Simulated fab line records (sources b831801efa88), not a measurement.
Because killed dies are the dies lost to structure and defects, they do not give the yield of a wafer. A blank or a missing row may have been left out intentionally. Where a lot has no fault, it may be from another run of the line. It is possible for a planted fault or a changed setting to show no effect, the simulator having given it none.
2 desks looking at one fault :: flow sky130 :: every desk sees just its own numbers, and what lay behind them comes last

THE TOOL OWNER'S DESK: cmp-01
The tool's own readings at SKY_CONTACT_CMP_04 (polishes SiO2): means of the sampled wafers that have a number, for each lot that ran on this tool. Marked OUT: a lot whose mean sits more than 4 standard deviations from the usual mean, which makes it out of limits; the brackets give that distance.
Columns: A = motor current A at SKY_CONTACT_CMP_04, usual 11.4 A; B = time to endpoint s at SKY_CONTACT_CMP_04, usual 81 s
lot: L319
first seen here: day 29 20:47
A: 11.8
B: 77

lot: L322
first seen here: day 31 09:20
A: 11.1
B: 100 (+5.5) OUT

lot: L326
first seen here: day 32 21:20
A: 10.8
B: 86

lot: L335
first seen here: day 35 14:00
A: 10.5
B: 82

lot: L336
first seen here: day 35 14:58
A: 11.3
B: 77

lot: L339
first seen here: day 37 18:22
A: 10.9
B: 81

lot: L340
first seen here: day 37 20:08
A: 11.2
B: 78

lot: L341
first seen here: day 37 21:29
A: 10.8
B: 80

lot: L342
first seen here: day 38 02:38
A: 11.4
B: 80
This desk finds L322 out of limits, L322 being first, at day 31 09:20 (time to endpoint s at SKY_CONTACT_CMP_04). In limits: L319, L326, L335, L336, L339, L340, L341, L342.

THE METROLOGY DESK
What the gauges read for every lot (on any tool): the sampled wafers with a number, averaged. Marked OUT: a lot whose mean sits more than 4 standard deviations from the usual mean, which makes it out of limits; the brackets give that distance.
Columns: A = LI_CONTACT_OVL at SKY_LI_CONTACT_OVL_MEAS_13, usual -1 nm
lot: L319
first seen here: day 28 14:13
A: -4

lot: L320
first seen here: day 28 21:40
A: 4

lot: L322
first seen here: day 30 07:55
A: 4

lot: L324
first seen here: day 30 18:34
A: -6

lot: L326
first seen here: day 31 15:46
A: -5

lot: L332
first seen here: day 33 09:07
A: -2

lot: L335
first seen here: day 34 09:10
A: 0

lot: L336
first seen here: day 34 10:25
A: -0

lot: L338
first seen here: day 36 12:11
A: -0

lot: L339
first seen here: day 36 13:55
A: -7

lot: L340
first seen here: day 36 15:52
A: -6

lot: L341
first seen here: day 36 16:34
A: 6

lot: L342
first seen here: day 36 20:26
A: -2
Result from this desk: across the 13 lots, nothing is out of limits.

BROUGHT TOGETHER
The tool owner's desk could have raised an alarm at day 31 09:20, on L322.
From the metrology desk's view, nothing was out of limits.
The metrology desk has L322 on record, within its limits.
All the named lots went through SKY_CONTACT_CMP_04 on cmp-01.

WHAT THE SIMULATOR PUT IN
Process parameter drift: cmp-01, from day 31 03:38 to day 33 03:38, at SKY_CONTACT_CMP_04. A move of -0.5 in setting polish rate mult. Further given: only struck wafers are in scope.
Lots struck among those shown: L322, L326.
Hours from the fault's start to each desk's first reading out of limits: the tool owner's desk, 6.
